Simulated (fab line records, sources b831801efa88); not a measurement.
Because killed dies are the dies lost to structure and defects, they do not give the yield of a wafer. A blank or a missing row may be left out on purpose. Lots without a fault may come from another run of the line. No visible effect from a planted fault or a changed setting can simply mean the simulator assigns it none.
fab line records	flow sky130
[record] lots = 5	wafers = 15	last-day = 48
route steps=708 shown SONOS_TUNNEL@160 SONOS_ONO@168 GATE_OXIDE@187 PAD_OPEN@708
lots with no fault: from the same line, run without faults
start-h: hours from the record's first day to the start of the lot's first wafer shown	wait-h: hours since the lot's step before	" same as the row above	L1.1+2: one row covering several wafers at once	- no value, or no start given	* or withheld: withheld	< > ~ a bound
route shown NAME@n: a module of which the file shows steps, and the number in the route of the first	usual: mean and standard deviation over wafers with no fault	same: alike in all rows	chamber/n: place in a boat	sites: readings site by site	_std_site: the values' standard deviation	_edge_site: the outer-site mean with the inner-site mean subtracted	radius-mm: how far each site lies from the wafer's centre	mask NAME#n: copy n	behind: the tool/chamber that last shaped the wafer	hold: what put the lot on hold/how long, in hours/how the hold closed	device: which transistor (n, p or np) failed to switch	end of line: tests run on the same wafers once the route is complete	step lacking rows: just its recipe	killed: not the wafer's yield, but the dies lost to structure and defects at the first sort	map: dies across one wafer; x = killed, . = not, _ = none there
set.NAME: the setting the step ran with; set.NAME@STEP: the setting that earlier step ran with	model.NAME: the simulator's own value behind a step, which no gauge read
lots seen at some steps along the route; tables by step, rows by wafer
services: from which hour (start-h, from the record's first day; less than 0 if before it) a tool's chamber was out of use, for how many hours, and why
[[steps]]
[step SKY_SONOS_TUNNEL_DEVELOP_06]
[recipe] resist = NOVOLAK	developer = TMAH	develop-time-s = 60	dev-temp-c = 23
[step SKY_SONOS_TUNNEL_CD_MEAS_07]
[recipe] target-cd-nm = 410
[usual] cd-nm = 411.0/2.4
lot.wafer	tool	chamber	start-h	wait-h	cd-nm
L122.1	cd-sem-01	-	259.00	0.2	409.8
L122.2	"	-	"	"	410.7
L122.4	"	-	"	"	411.1
L130.1	cd-sem-01	-	345.13	0.1	412.7
L130.2	"	-	"	"	410.9
L130.6	"	-	"	"	413.0
L131.2	cd-sem-02	-	347.07	0.1	412.8
L131.3	"	-	"	"	413.1
L131.6	"	-	"	"	414.4
L134.1	cd-sem-01	-	358.45	0.1	407.7
L134.4	"	-	"	"	405.2
L134.6	"	-	"	"	406.3
L136.3	cd-sem-01	-	381.00	0.1	411.2
L136.5	"	-	"	"	409.7
L136.6	"	-	"	"	408.1
[step SKY_SONOS_TUNNEL_OVL_MEAS_08]
[usual] SONOS_TUNNEL_OVL = -0.3/1.5
lot.wafer	tool	chamber	start-h	wait-h	SONOS_TUNNEL_OVL[nm]
L122.1	overlay-01	-	259.12	0.1	-0.3
L122.2	"	-	"	"	-1.3
L122.4	"	-	"	"	-0.9
L130.1	overlay-02	-	345.25	0.1	0.6
L130.2	"	-	"	"	-1.2
L130.6	"	-	"	"	-1.5
L131.2	overlay-02	-	347.18	0.1	-0.3
L131.3	"	-	"	"	0.8
L131.6	"	-	"	"	-0.8
L134.1	overlay-02	-	358.57	0.1	0.0
L134.4	"	-	"	"	-1.0
L134.6	"	-	"	"	0.3
L136.3	overlay-02	-	381.09	0.1	-3.2
L136.5	"	-	"	"	-2.6
L136.6	"	-	"	"	-3.1
[step SKY_SONOS_TUNNEL_IMPLANT_09]
[recipe] species = B	energy-kev = 20	dose-cm2 = 1e+12	tilt-deg = withheld
[step SKY_SONOS_TUNNEL_WET_ETCH_10]
[recipe] chemistry = dHF	target-depth-nm = 14	target = SiO2	dilution = 100:1	temp-c = 25	time-s = 280
[step SKY_SONOS_TUNNEL_STRIP_11]
[recipe] chemistry = SPM	time-s = 600	temp-c = 130
[step SKY_SONOS_TUNNEL_TW_MEAS_12]
[usual] SONOS_TUNNEL_TW = 196.7/1.4
lot.wafer	tool	chamber	start-h	wait-h	SONOS_TUNNEL_TW
L122.1	film-metro-04	-	259.59	0.0	199.0
L122.2	"	-	"	"	198.1
L122.4	"	-	"	"	198.2
L130.1	film-metro-03	-	345.70	0.0	197.3
L130.2	"	-	"	"	196.6
L130.6	"	-	"	"	196.4
L131.2	film-metro-01	-	347.64	0.0	195.6
L131.3	"	-	"	"	195.7
L131.6	"	-	"	"	195.5
L134.1	film-metro-01	-	359.03	0.0	196.2
L134.4	"	-	"	"	194.4
L134.6	"	-	"	"	195.7
L136.3	film-metro-01	-	381.55	0.0	195.9
L136.5	"	-	"	"	195.5
L136.6	"	-	"	"	194.8
[step SKY_SONOS_TUNNEL_CLEAN_13]
[recipe] chemistry = dHF	time-s = 20	dilution = 100:1	dry = ipa-marangoni
[step SKY_SONOS_ONO_OXIDATION_00]
[recipe] temp-c = 800	ambient = O2	idle-temp-c = 700	ramp-up-c-per-min = 10	ramp-down-c-per-min = 3	stabilise-s = 600	purge-s = 300	target-thk-a = 26	ox-time-s = 1249
[step SKY_SONOS_ONO_THK_MEAS_01]
[recipe] reads = SiO2_of_SONOS_ONO_OXIDATION_00
[usual] SONOS_ONO_OXIDATION_THK = 2.62/0.065
lot.wafer	tool	chamber	start-h	wait-h	SONOS_ONO_OXIDATION_THK[nm]
L122.1	film-metro-04	-	263.10	0.0	2.64
L122.2	"	-	"	"	2.65
L122.4	"	-	"	"	2.62
L130.1	film-metro-01	-	348.95	0.0	2.71
L130.2	"	-	"	"	2.67
L130.6	"	-	"	"	2.69
L131.2	film-metro-02	-	350.31	0.0	2.63
L131.3	"	-	"	"	2.59
L131.6	"	-	"	"	2.69
L134.1	film-metro-02	-	360.63	0.0	2.59
L134.4	"	-	"	"	2.60
L134.6	"	-	"	"	2.56
L136.3	film-metro-02	-	384.12	0.0	2.57
L136.5	"	-	"	"	2.62
L136.6	"	-	"	"	2.61
[step SKY_SONOS_ONO_CVD_02]
[recipe] material = Si3N4	precursor = DCS/NH3	target-thk-nm = 10.5	temp-c = 770	time-s = 180	pressure-mtorr = 250
[step SKY_SONOS_ONO_THK_MEAS_03]
[recipe] reads = Si3N4_of_SONOS_ONO_CVD_02
[usual] SONOS_ONO_CVD_02_THK = 10.50/0.18
lot.wafer	tool	chamber	start-h	wait-h	SONOS_ONO_CVD_02_THK[nm]
L122.1	film-metro-02	-	264.21	0.0	10.30
L122.2	"	-	"	"	10.28
L122.4	"	-	"	"	10.18
L130.1	film-metro-01	-	350.31	0.0	10.45
L130.2	"	-	"	"	10.51
L130.6	"	-	"	"	10.36
L131.2	film-metro-02	-	353.26	0.0	10.43
L131.3	"	-	"	"	10.41
L131.6	"	-	"	"	10.46
L134.1	film-metro-02	-	362.38	0.0	10.33
L134.4	"	-	"	"	10.16
L134.6	"	-	"	"	10.28
L136.3	film-metro-01	-	385.23	0.0	10.50
L136.5	"	-	"	"	10.48
L136.6	"	-	"	"	10.63
[step SKY_SONOS_ONO_CVD_04]
[recipe] material = SiO2	precursor = SiH4/N2O	target-thk-nm = 5.7199	temp-c = 900	pressure-mtorr = 400
[usual] susceptor-temp-C = 900.0/0.34
lot.wafer	tool	chamber	start-h	wait-h	susceptor-temp-C	model.SiO2_of_SONOS_ONO_CVD_04.thk-nm
L122.1	lpcvd-03	0	264.27	0.1	899.6	5.811
L122.2	"	0	"	"	899.8	5.71
L122.4	"	0	"	"	899.0	5.777
L130.1	lpcvd-03	1	350.37	0.1	900.4	5.722
L130.2	"	1	"	"	899.8	5.674
L130.6	"	1	"	"	900.3	5.624
L131.2	lpcvd-03	0	353.31	0.0	899.5	5.815
L131.3	"	0	"	"	900.1	5.731
L131.6	"	0	"	"	899.9	5.778
L134.1	lpcvd-03	0	362.44	0.1	900.1	4.325
L134.4	"	0	"	"	900.2	4.347
L134.6	"	0	"	"	900.7	4.354
L136.3	lpcvd-03	1	385.27	0.0	900.0	5.664
L136.5	"	1	"	"	899.8	5.521
L136.6	"	1	"	"	899.6	5.557
[step SKY_SONOS_ONO_THK_MEAS_05]
[recipe] reads = SiO2_of_SONOS_ONO_CVD_04
[usual] SONOS_ONO_CVD_04_THK = 5.73/0.11
lot.wafer	tool	chamber	start-h	wait-h	SONOS_ONO_CVD_04_THK[nm]
L122.1	film-metro-04	-	265.52	0.0	5.74
L122.2	"	-	"	"	5.74
L122.4	"	-	"	"	5.82
L130.1	film-metro-01	-	351.62	0.0	5.77
L130.2	"	-	"	"	5.62
L130.6	"	-	"	"	5.63
L131.2	film-metro-04	-	354.57	0.0	5.78
L131.3	"	-	"	"	5.75
L131.6	"	-	"	"	5.79
L134.1	film-metro-04	-	363.69	0.0	4.30
L134.4	"	-	"	"	4.36
L134.6	"	-	"	"	4.39
L136.3	film-metro-02	-	386.54	0.0	5.70
L136.5	"	-	"	"	5.50
L136.6	"	-	"	"	5.56
[step SKY_SONOS_ONO_DEHYDRATE_06]
[recipe] temp-c = 200	time-s = 60
[step SKY_SONOS_ONO_HMDS_07]
[recipe] prime-time-s = 60	prime-temp-c = 120
[step SKY_SONOS_ONO_COAT_08]
[recipe] resist = NOVOLAK	spin-rpm = 3000	resist-thk-nm = 1140
[step SKY_SONOS_ONO_SOFTBAKE_09]
[recipe] temp-c = 90	time-s = 60	resist = NOVOLAK
[step SKY_SONOS_ONO_EXPOSE_10]
[recipe] mask-id = ONOM	target-cd-nm = 410	na = 0.6	source-shape = conventional	sigma-outer = 0.6	dose-mj = 150
[step SKY_SONOS_ONO_PEB_11]
[recipe] temp-c = withheld	time-s = *	resist = NOVOLAK
[step SKY_SONOS_ONO_DEVELOP_12]
[recipe] develop-time-s = 60	dev-temp-c = 23
[step SKY_SONOS_ONO_CD_MEAS_13]
[recipe] target-cd-nm = 410
[usual] cd-nm = 410.0/2.4
lot.wafer	tool	chamber	start-h	wait-h	cd-nm
L122.1	cd-sem-02	-	289.56	0.1	406.4
L122.2	"	-	"	"	410.6
L122.4	"	-	"	"	407.2
L130.1	cd-sem-02	-	379.62	0.1	406.0
L130.2	"	-	"	"	407.2
L130.6	"	-	"	"	407.3
L131.2	cd-sem-01	-	383.04	0.1	406.8
L131.3	"	-	"	"	409.9
L131.6	"	-	"	"	410.1
L134.1	cd-sem-01	-	392.20	0.1	409.4
L134.4	"	-	"	"	411.0
L134.6	"	-	"	"	409.2
L136.3	cd-sem-02	-	415.35	0.1	409.1
L136.5	"	-	"	"	409.8
L136.6	"	-	"	"	408.7
[step SKY_SONOS_ONO_OVL_MEAS_14]
[usual] SONOS_ONO_OVL = -0.4/1.8
lot.wafer	tool	chamber	start-h	wait-h	SONOS_ONO_OVL[nm]
L122.1	overlay-02	-	289.68	0.1	-0.3
L122.2	"	-	"	"	-0.6
L122.4	"	-	"	"	0.9
L130.1	overlay-01	-	379.74	0.1	-2.5
L130.2	"	-	"	"	-0.3
L130.6	"	-	"	"	-0.6
L131.2	overlay-02	-	383.15	0.1	-1.1
L131.3	"	-	"	"	-1.3
L131.6	"	-	"	"	-0.1
L134.1	overlay-02	-	392.32	0.1	-1.3
L134.4	"	-	"	"	-2.7
L134.6	"	-	"	"	-2.0
L136.3	overlay-02	-	415.44	0.1	1.9
L136.5	"	-	"	"	2.9
L136.6	"	-	"	"	2.7
[step SKY_SONOS_ONO_ETCH_15]
[recipe] target-depth-nm = 19.52	chemistry = CHF3/O2	source-w = 600	bias-w = 200	pressure-mtorr = 40	chf3-flow-sccm = 50	O2_flow_sccm = 5	time-s = 7.8
[usual] bias-w = 200.0/0.6	drypump-motor-current-A = 5.8/0.5	oes-product-au = 1.004/0.009	throttle-valve-pct = 8.826/0.01
lot.wafer	tool	chamber	start-h	wait-h	bias-w	drypump-motor-current-A	oes-product-au	rf-hours-counter-h	throttle-valve-pct
L122.1	rie-diel-01	3	289.72	0.0	200.7	6.0	1.005	4	8.832
L122.2	"	0	"	"	199.7	5.8	1.010	11	8.849
L122.4	"	2	"	"	200.3	5.7	1.028	79	8.823
L130.1	rie-diel-03	3	379.78	0.0	198.8	5.7	1.004	65	8.825
L130.2	"	1	"	"	200.4	6.7	0.997	101	8.826
L130.6	"	1	"	"	200.7	6.7	0.992	-	8.821
L131.2	rie-diel-03	1	383.18	0.0	199.2	6.6	0.996	101	8.809
L131.3	"	2	"	"	199.0	5.2	1.004	8	8.838
L131.6	"	2	"	"	200.5	5.2	0.999	-	8.828
L134.1	rie-diel-01	1	392.36	0.0	199.7	5.2	1.006	88	8.836
L134.4	"	0	"	"	200.1	5.8	1.007	14	8.829
L134.6	"	0	"	"	199.9	5.8	1.013	-	8.819
L136.3	rie-diel-01	2	415.47	0.0	199.7	5.6	1.000	82	8.824
L136.5	"	2	"	"	199.8	5.6	0.994	-	8.818
L136.6	"	3	"	"	200.3	6.0	0.990	-	8.821
[step SKY_SONOS_ONO_WET_ETCH_16]
[recipe] chemistry = dHF	target-depth-nm = 14	dry = n2-spin	target = SiO2	dilution = 100:1	temp-c = 25	time-s = 280
[step SKY_SONOS_ONO_STRIP_17]
[recipe] chemistry = O2/N2	power-w = 1400	pressure-mtorr = 1500	platen-temp-c = withheld	o2-flow-sccm = 3000	n2-flow-sccm = 300	overash-fraction = 0.5
[usual] drypump-motor-current-A = 6.1/0.49	oes-product-au = 0.710/0.0044	strip-time-to-endpoint-s = 14.09/0.034
lot.wafer	tool	chamber	start-h	wait-h	drypump-motor-current-A	oes-product-au	rf-hours-counter-h	strip-time-to-endpoint-s
L122.1	plasma-asher-01	0	289.82	0.0	6.0	0.714	47	14.06
L122.2	"	1	"	"	5.7	0.711	47	14.05
L122.4	"	1	"	"	5.7	0.706	-	14.09
L130.1	plasma-asher-03	0	379.89	0.0	6.8	0.712	24	14.06
L130.2	"	1	"	"	6.7	0.707	24	14.09
L130.6	"	1	"	"	6.7	0.711	-	14.10
L131.2	plasma-asher-04	1	383.29	0.0	5.4	0.705	69	14.03
L131.3	"	1	"	"	5.4	0.715	-	14.05
L131.6	"	0	"	"	6.1	0.703	-	14.08
L134.1	plasma-asher-01	0	392.46	0.0	5.9	0.713	57	14.06
L134.4	"	0	"	"	6.0	0.709	-	14.12
L134.6	"	1	"	"	5.7	0.714	-	14.09
L136.3	plasma-asher-04	0	415.61	0.0	6.1	0.707	-	14.04
L136.5	"	0	"	"	6.1	0.709	-	14.01
L136.6	"	1	"	"	5.4	0.711	-	14.04
[step SKY_SONOS_ONO_WET_ETCH_18]
[recipe] chemistry = H3PO4	target-depth-nm = 15	target = Si3N4	temp-c = 160	time-s = 172
[step SKY_GATE_OXIDE_CLEAN_00]
[recipe] chemistry = SC1/SC2	mix = 1:4:20	temp-c = 70	time-s = 150	dry = n2-spin
[step SKY_GATE_OXIDE_OXIDATION_01]
[recipe] temp-c = 900	ambient = O2	stabilise-s = 600	purge-s = 300	target-thk-a = 102.68	ox-time-s = 1473
[step SKY_GATE_OXIDE_THK_MEAS_02]
[recipe] reads = SiO2_of_GATE_OXIDE_OXIDATION_01
[usual] GATE_OXIDE_OXIDATION_00_THK = 10.24/0.2
lot.wafer	tool	chamber	start-h	wait-h	GATE_OXIDE_OXIDATION_00_THK[nm]
L122.1	film-metro-02	-	291.44	0.0	10.07
L122.2	"	-	"	"	10.02
L122.4	"	-	"	"	10.03
L130.1	film-metro-04	-	381.51	0.0	10.18
L130.2	"	-	"	"	10.09
L130.6	"	-	"	"	10.25
L131.2	film-metro-04	-	385.52	0.0	10.22
L131.3	"	-	"	"	10.30
L131.6	"	-	"	"	10.17
L134.1	film-metro-02	-	398.02	0.0	10.17
L134.4	"	-	"	"	10.01
L134.6	"	-	"	"	10.15
L136.3	film-metro-02	-	421.43	0.0	10.15
L136.5	"	-	"	"	10.12
L136.6	"	-	"	"	10.12
[step SKY_GATE_OXIDE_DEHYDRATE_03]
[recipe] temp-c = 200	time-s = 60
[step SKY_GATE_OXIDE_HMDS_04]
[recipe] prime-time-s = 60	prime-temp-c = 120
[step SKY_GATE_OXIDE_COAT_05]
[recipe] resist = NOVOLAK	spin-rpm = 3000	resist-thk-nm = 1140
[step SKY_GATE_OXIDE_SOFTBAKE_06]
[recipe] temp-c = 90	time-s = 60	resist = NOVOLAK
[step SKY_GATE_OXIDE_EXPOSE_07]
[recipe] mask-id = LVOM	na = 0.6	source-shape = conventional	sigma-outer = 0.6	polarization = unpolarized	target-cd-nm = 600	dose-mj = 170
[step SKY_GATE_OXIDE_PEB_08]
[recipe] temp-c = withheld	time-s = *	resist = NOVOLAK
[step SKY_GATE_OXIDE_DEVELOP_09]
[recipe] resist = NOVOLAK	developer = TMAH	develop-time-s = 60	dev-temp-c = 23
[step SKY_GATE_OXIDE_OVL_MEAS_10]
[usual] GATE_OXIDE_OVL = 0.2/1.3
lot.wafer	tool	chamber	start-h	wait-h	GATE_OXIDE_OVL[nm]
L122.1	overlay-02	-	317.52	0.1	2.5
L122.2	"	-	"	"	0.8
L122.4	"	-	"	"	1.5
L130.1	overlay-01	-	410.18	0.1	0.3
L130.2	"	-	"	"	0.8
L130.6	"	-	"	"	1.3
L131.2	overlay-01	-	414.36	0.1	-1.4
L131.3	"	-	"	"	-0.6
L131.6	"	-	"	"	-1.1
L134.1	overlay-01	-	427.22	0.1	-0.8
L134.4	"	-	"	"	-0.7
L134.6	"	-	"	"	0.9
L136.3	overlay-02	-	451.41	0.1	0.7
L136.5	"	-	"	"	0.4
L136.6	"	-	"	"	0.6
[step SKY_GATE_OXIDE_IMPLANT_11]
[recipe] species = B	energy-kev = 10	dose-cm2 = 2.6e+12	tilt-deg = withheld
[step SKY_GATE_OXIDE_WET_ETCH_12]
[recipe] chemistry = dHF	target-depth-nm = 16.8	dry = n2-spin	target = SiO2	dilution = 100:1	temp-c = 25	time-s = 336
[step SKY_GATE_OXIDE_STRIP_13]
[recipe] chemistry = O2/N2	power-w = 1400	pressure-mtorr = 1500	platen-temp-c = withheld	o2-flow-sccm = 3000	n2-flow-sccm = 300	overash-fraction = 0.5
[usual] drypump-motor-current-A = 5.7/0.35	oes-product-au = 0.715/0.0047	strip-time-to-endpoint-s = 14.18/0.048
lot.wafer	tool	chamber	start-h	wait-h	drypump-motor-current-A	oes-product-au	rf-hours-counter-h	strip-time-to-endpoint-s
L122.1	plasma-asher-04	0	317.81	0.0	6.1	0.715	63	14.19
L122.2	"	1	"	"	5.4	0.716	63	14.20
L122.4	"	0	"	"	6.2	0.721	-	14.18
L130.1	plasma-asher-01	1	410.47	0.0	5.7	0.725	58	14.06
L130.2	"	0	"	"	6.0	0.715	58	14.10
L130.6	"	0	"	"	6.0	0.709	-	14.06
L131.2	plasma-asher-01	1	414.64	0.0	5.7	0.719	59	14.15
L131.3	"	0	"	"	5.9	0.713	-	14.10
L131.6	"	0	"	"	5.9	0.716	-	14.13
L134.1	plasma-asher-01	1	427.51	0.0	5.7	0.722	60	14.20
L134.4	"	0	"	"	5.9	0.706	-	14.23
L134.6	"	0	"	"	6.0	0.720	-	14.21
L136.3	plasma-asher-01	0	451.72	0.0	5.9	0.716	-	14.17
L136.5	"	0	"	"	5.9	0.719	-	14.19
L136.6	"	1	"	"	5.7	0.718	-	14.19
[step SKY_GATE_OXIDE_TW_MEAS_14]
[usual] GATE_OXIDE_TW = 223.6/2.2
lot.wafer	tool	chamber	start-h	wait-h	GATE_OXIDE_TW
L122.1	film-metro-02	-	317.91	0.1	219.5
L122.2	"	-	"	"	218.9
L122.4	"	-	"	"	221.2
L130.1	film-metro-03	-	410.57	0.1	224.4
L130.2	"	-	"	"	221.8
L130.6	"	-	"	"	223.7
L131.2	film-metro-04	-	414.75	0.1	225.1
L131.3	"	-	"	"	226.9
L131.6	"	-	"	"	227.0
L134.1	film-metro-02	-	427.61	0.1	221.3
L134.4	"	-	"	"	220.9
L134.6	"	-	"	"	220.7
L136.3	film-metro-04	-	451.81	0.1	226.0
L136.5	"	-	"	"	225.9
L136.6	"	-	"	"	226.6
[step SKY_GATE_OXIDE_CLEAN_15]
[recipe] chemistry = SC1/SC2	mix = 1:4:20	temp-c = 70	time-s = 150	dry = n2-spin
lot.wafer	tool	chamber	start-h	wait-h	model.SiO2_of_SONOS_ONO_CVD_04.thk-nm
L122.1	wet-bench-03	0	317.97	0.1	4.273
L122.2	"	0	"	"	4.173
L122.4	"	0	"	"	4.237
L130.1	wet-bench-04	0	410.63	0.1	4.202
L130.2	"	0	"	"	4.157
L130.6	"	0	"	"	4.106
L131.2	wet-bench-04	0	414.80	0.0	4.304
L131.3	"	0	"	"	4.222
L131.6	"	0	"	"	4.268
L134.1	wet-bench-04	3	427.67	0.1	2.818
L134.4	"	3	"	"	2.839
L134.6	"	3	"	"	2.849
L136.3	wet-bench-04	0	451.85	0.0	4.151
L136.5	"	0	"	"	4.01
L136.6	"	0	"	"	4.047
[step SKY_PAD_OPEN_PROBE_99]
[usual] killed_at_M0_to_M3 = 44/7.2	killed_at_M4_up = 3.1/1.8	killed-at-contacts = 24/4.5	killed-at-front-end = 16/4.4	killed-at-other = 0.2/0.42	killed-dies = 87/8.9	killed-open = 48/6.4	killed-short = 39/6.2
[same] gross-dies = 492	killed-at-back-side = 0
lot.wafer	tool	chamber	start-h	wait-h	killed_at_M0_to_M3	killed_at_M4_up	killed-at-contacts	killed-at-front-end	killed-at-other	killed-dies	killed-open	killed-short	model.etest.sonos-uncharged.r-on-ohm-um	model.etest.sonos-erased.drive-ua-um	model.etest.cap-ono.gate-log10-a-cm2	model.etest.cap-ono.gate-bv-v	model.etest.cap-ono.tox-acc-nm	model.etest.sonos-programmed.vt-v	model.etest.sonos-baked.vt-v	model.etest.sonos-erased.vt-v
L122.1	prober-01	-	1072.98	0.1	35	5	21	16	0	77	37	40	823.2	198.5	-7.888	16.53	12.89	1.46	0.9341	-2.313
L122.2	prober-01	-	1073.03	0.1	57	5	28	16	0	106	58	48	822.7	186.4	-7.858	16.07	12.82	1.506	0.9906	-2.314
L122.4	prober-01	-	1073.13	0.2	45	1	20	12	0	78	43	35	813.2	198.1	-7.792	16.3	12.79	1.522	0.9942	-2.34
L130.1	prober-01	-	1138.27	0.1	33	3	27	14	0	77	44	33	823.7	178.1	-8.147	16.14	13.01	1.444	0.9494	-2.199
L130.2	prober-01	-	1138.32	0.1	43	5	24	14	0	86	41	45	818.8	152.5	-7.962	16.57	12.95	1.468	0.9622	-2.226
L130.6	prober-01	-	1138.52	0.2	39	3	28	12	1	83	49	34	819	211.9	-7.96	15.86	12.87	1.533	0.9986	-2.309
L131.2	prober-02	-	1139.36	0.1	42	2	23	17	0	84	45	39	823.6	197.2	-8.028	16.59	13.02	1.454	0.9395	-2.263
L131.3	prober-02	-	1139.41	0.2	47	2	22	21	0	92	54	38	813.9	174.7	-7.991	16.2	12.87	1.485	0.9361	-2.269
L131.6	prober-02	-	1139.56	0.2	57	7	25	18	0	107	56	51	804.5	198.2	-8.173	16.51	12.95	1.429	0.9152	-2.269
L134.1	prober-01	-	1149.58	0.1	41	3	27	20	0	91	55	36	761.2	265	-6.032	14.92	11.39	1.97	1.31	-2.582
L134.4	prober-01	-	1149.73	0.2	51	3	28	19	0	101	57	44	766.6	286.4	-5.948	14.53	11.29	1.958	1.251	-2.614
L134.6	prober-01	-	1149.83	0.2	45	2	30	22	0	99	58	41	760.3	259.9	-5.949	14.59	11.37	1.909	1.278	-2.586
L136.3	prober-01	-	1158.80	0.2	42	4	26	22	0	94	55	39	810.6	181.5	-7.913	16.64	12.87	1.476	1.001	-2.293
L136.5	prober-01	-	1158.90	0.2	51	7	26	14	0	98	56	42	796.5	199.6	-7.702	16.22	12.69	1.585	1.032	-2.366
L136.6	prober-01	-	1158.95	0.2	39	3	24	13	0	79	46	33	808.1	148.9	-7.834	16.22	12.81	1.479	0.9734	-2.266
// killed by level:class
L122.1 VIA1:geometric-particle:open=7 LI_CONTACT:geometric-particle:open=6 VIA1:geometric-particle:short=5 CONTACT:geometric-particle:open=5 METAL2:geometric-particle:short=5 FIELD_ISO:geometric-particle:open=4 POLY_GATE:geometric-particle:short=4 LI_CONTACT:geometric-particle:short=4
L122.2 VIA1:geometric-particle:open=15 VIA1:geometric-particle:short=11 CONTACT:geometric-particle:open=10 LI_CONTACT:geometric-particle:open=7 POLY_GATE:geometric-particle:short=6 LI_CONTACT:geometric-particle:short=5 VIA3:geometric-particle:open=5 POLY_GATE:geometric-particle:open=4
L122.4 VIA1:geometric-particle:open=10 CONTACT:geometric-particle:open=9 METAL2:geometric-particle:short=7 METAL3:geometric-particle:short=5 LI_CONTACT:geometric-particle:open=4 METAL1:geometric-particle:short=4 VIA2:geometric-particle:open=4 POLY_GATE:geometric-particle:open=3
L130.1 LI_CONTACT:geometric-particle:open=14 VIA1:geometric-particle:open=11 METAL2:geometric-particle:short=8 CONTACT:geometric-particle:open=6 POLY_GATE:geometric-particle:short=4 LI_CONTACT:geometric-particle:short=4 VIA3:geometric-particle:open=4 METAL1:geometric-particle:short=3
L130.2 VIA1:geometric-particle:open=10 LI_CONTACT:geometric-particle:open=7 VIA1:geometric-particle:short=7 CONTACT:geometric-particle:short=6 CONTACT:geometric-particle:open=6 VIA3:geometric-particle:open=6 FIELD_ISO:geometric-particle:short=5 METAL1:geometric-particle:short=5
L130.6 CONTACT:geometric-particle:open=15 LI_CONTACT:geometric-particle:open=7 VIA1:geometric-particle:short=7 FIELD_ISO:geometric-particle:open=6 VIA1:geometric-particle:open=6 VIA3:geometric-particle:open=6 VIA2:geometric-particle:open=4 METAL1:geometric-particle:open=3
L131.2 CONTACT:geometric-particle:open=12 VIA1:geometric-particle:open=11 VIA1:geometric-particle:short=9 VIA3:geometric-particle:short=5 FIELD_ISO:geometric-particle:open=4 FIELD_ISO:geometric-particle:short=4 LOCAL_INTERCONNECT:geometric-particle:short=4 VIA3:geometric-particle:open=4
L131.3 VIA1:geometric-particle:open=11 CONTACT:geometric-particle:open=9 VIA3:geometric-particle:open=8 CONTACT:geometric-particle:short=8 FIELD_ISO:geometric-particle:open=6 METAL2:geometric-particle:short=6 POLY_GATE:geometric-particle:open=5 VIA2:geometric-particle:open=5
L131.6 VIA1:geometric-particle:open=14 VIA1:geometric-particle:short=11 CONTACT:geometric-particle:open=10 POLY_GATE:geometric-particle:open=7 METAL2:geometric-particle:short=7 LI_CONTACT:geometric-particle:open=6 VIA3:geometric-particle:short=6 VIA3:geometric-particle:open=6
L134.1 VIA1:geometric-particle:open=14 FIELD_ISO:geometric-particle:open=9 LI_CONTACT:geometric-particle:open=9 FIELD_ISO:geometric-particle:short=8 CONTACT:geometric-particle:short=8 VIA2:geometric-particle:open=7 METAL2:geometric-particle:short=6 CONTACT:geometric-particle:open=5
L134.4 VIA1:geometric-particle:open=12 LI_CONTACT:geometric-particle:open=10 VIA3:geometric-particle:open=9 METAL2:geometric-particle:short=9 VIA2:geometric-particle:open=8 FIELD_ISO:geometric-particle:short=7 CONTACT:geometric-particle:open=7 LI_CONTACT:geometric-particle:short=6
L134.6 VIA3:geometric-particle:open=11 VIA1:geometric-particle:open=10 LI_CONTACT:geometric-particle:open=8 CONTACT:geometric-particle:open=8 POLY_GATE:geometric-particle:short=7 POLY_GATE:geometric-particle:open=7 LI_CONTACT:geometric-particle:short=5 LOCAL_INTERCONNECT:geometric-particle:short=5
L136.3 CONTACT:geometric-particle:open=13 VIA1:geometric-particle:open=11 POLY_GATE:geometric-particle:open=9 METAL1:geometric-particle:short=8 VIA2:geometric-particle:open=7 POLY_GATE:geometric-particle:short=7 LI_CONTACT:geometric-particle:open=7 METAL2:geometric-particle:short=6
L136.5 VIA1:geometric-particle:open=19 LI_CONTACT:geometric-particle:open=7 METAL1:geometric-particle:short=6 LI_CONTACT:geometric-particle:short=6 CONTACT:geometric-particle:short=5 VIA3:geometric-particle:open=5 CONTACT:geometric-particle:open=5 VIA2:geometric-particle:short=5
L136.6 VIA1:geometric-particle:open=11 LI_CONTACT:geometric-particle:open=10 LOCAL_INTERCONNECT:geometric-particle:short=6 METAL1:geometric-particle:short=5 VIA3:geometric-particle:open=5 CONTACT:geometric-particle:open=4 METAL2:geometric-particle:short=4 FIELD_ISO:geometric-particle:open=3
[[services]]
tool	chamber	start-h	hours	kind
rie-diel-03	1	241.55	4.8	repair
plasma-asher-03	-	270.50	0.3	repair
plasma-asher-01	-	316.71	1.6	repair
rie-diel-01	-	340.46	2.8	pm
rie-diel-01	-	345.08	0.2	repair
rie-diel-01	0	359.66	3.2	repair
rie-diel-03	2	368.86	4.3	repair
rie-diel-03	2	375.11	5.9	repair
wet-bench-03	-	382.64	7.0	repair
plasma-asher-01	-	417.94	3.0	repair
rie-diel-03	3	422.42	2.0	repair
plasma-asher-04	-	431.31	3.4	repair
rie-diel-03	-	441.10	1.9	repair
rie-diel-03	1	443.00	-	clean
rie-diel-03	1	443.00	19.6	scheduled-down
rie-diel-03	1	443.00	19.6	vent-cycle
[[key]]
[first-sign] step = SKY_SONOS_ONO_THK_MEAS_05	reading = SONOS_ONO_CVD_04_THK	direction = down	sigmas = 12	usual = 5.73	struck = 4.35
effect none on later readings
[model-effect] step = SKY_SONOS_ONO_CVD_04	value = SiO2_of_SONOS_ONO_CVD_04.thk-nm	without = 5.628	struck = 4.342
[model-effect] step = SKY_GATE_OXIDE_CLEAN_15	value = SiO2_of_SONOS_ONO_CVD_04.thk-nm	without = 4.121	struck = 2.836
[model-effect] step = SKY_PAD_OPEN_PROBE_99	value = etest.sonos-uncharged.r-on-ohm-um	without = 806.2	struck = 762.7
met-at SKY_SONOS_ONO_CVD_04
struck-wafers L134.1,L134.4,L134.6
tester-left-out L134
onset-between 353.31 362.44
[fault] kind = process-parameter-drift	tool = lpcvd-03	chamber = 0	onset-h = 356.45	steps = SKY_SONOS_ONO_CVD_04	channel = target-thk-nm	offset = -1.2856	shape = step	end-h = 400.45	stated = 5.7199
// tester-left-out: of these lots the tester's yield and bins aren't shown, on N5 and GAA mostly nor the transistor test; their killed dies are dies lost to structure and defects alone, not to doping, threshold or leakage, so they don't give the yield
